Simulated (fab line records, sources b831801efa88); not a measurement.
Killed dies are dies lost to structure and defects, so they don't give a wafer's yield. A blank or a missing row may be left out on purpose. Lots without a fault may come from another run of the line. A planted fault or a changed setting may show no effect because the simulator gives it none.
One fault seen from 2 desks | flow sky130 | each desk has only its own numbers; what lay behind them comes last

THE TOOL OWNER'S DESK: cvd_w-02
The tool's own readings at SKY_LI_CONTACT_CVD_21 (deposits W, target thk 400 nm, time 120.56 s): means of the sampled wafers that have a number, for each lot that ran on this tool. A lot is out of limits, marked OUT, if its mean lies more than 4 standard deviations from the usual mean; the brackets give that distance.
Columns: A = heater_power_w at SKY_LI_CONTACT_CVD_21, usual 860 W
lot  | first seen here | A
L132 | day 30 03:13    | 883
L134 | day 30 06:40    | 879
L137 | day 31 10:41    | 835
L144 | day 33 17:29    | 845
L145 | day 34 00:37    | 887
L146 | day 34 03:25    | 833
This desk's finding: nothing out of limits on any of the 6 lots.

THE METROLOGY DESK
What the gauges read, lot by lot, whatever tool the lot ran on: means of the sampled wafers that have a number. A lot is out of limits, marked OUT, if its mean lies more than 4 standard deviations from the usual mean; the brackets give that distance.
Columns: A = cd_nm at SKY_LI_CONTACT_CD_MEAS_12, usual 170.6 nm; B = LI_CONTACT_OVL at SKY_LI_CONTACT_OVL_MEAS_13, usual -1 nm; C = LI_CONTACT_W_RS at SKY_LI_CONTACT_RS_MEAS_22, usual 0.284 ohm/sq
lot  | first seen here | A     | B   | C
L131 | day 28 22:48    | 169.1 | -1  | 0.285
L132 | day 30 02:30    | 169.2 | 1   | 0.280
L134 | day 30 05:57    | 169.2 | -11 | 0.277
L137 | day 31 09:58    | 167.5 | -2  | 0.284
L144 | day 33 16:47    | 171.9 | -7  | 0.229 (-13) OUT
L145 | day 33 23:54    | 173.6 | -2  | 0.254 (-7.3) OUT
L146 | day 34 02:41    | 169.9 | 5   | 0.226 (-14) OUT
L152 | day 35 20:25    | 171.9 | -1  | 0.287
L151 | day 36 05:36    | 170.5 | 2   | 0.291
L153 | day 36 12:05    | 169.6 | -7  | 0.289
L154 | day 36 16:15    | 171.5 | 5   | 0.287
This desk's finding: out of limits on L144, L145, L146; first on L144, day 33 17:37 (LI_CONTACT_W_RS at SKY_LI_CONTACT_RS_MEAS_22). In limits: L131, L132, L134, L137, L152, L151, L153, L154.

PUT TOGETHER
The metrology desk could have raised an alarm at day 33 17:37, on L144, L145, L146.
The tool owner's desk saw nothing out of limits.
The tool owner's desk has L144, L145, L146 on record, within its limits.
Of the lots named, all ran SKY_LI_CONTACT_CVD_21 on cvd_w-02.

WHAT THE SIMULATOR HAD PUT IN
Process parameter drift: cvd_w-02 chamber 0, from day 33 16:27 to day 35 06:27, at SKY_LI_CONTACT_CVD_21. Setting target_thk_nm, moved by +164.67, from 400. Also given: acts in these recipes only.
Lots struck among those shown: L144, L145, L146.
Hours from the fault's start to each desk's first reading out of limits: the metrology desk, 1.
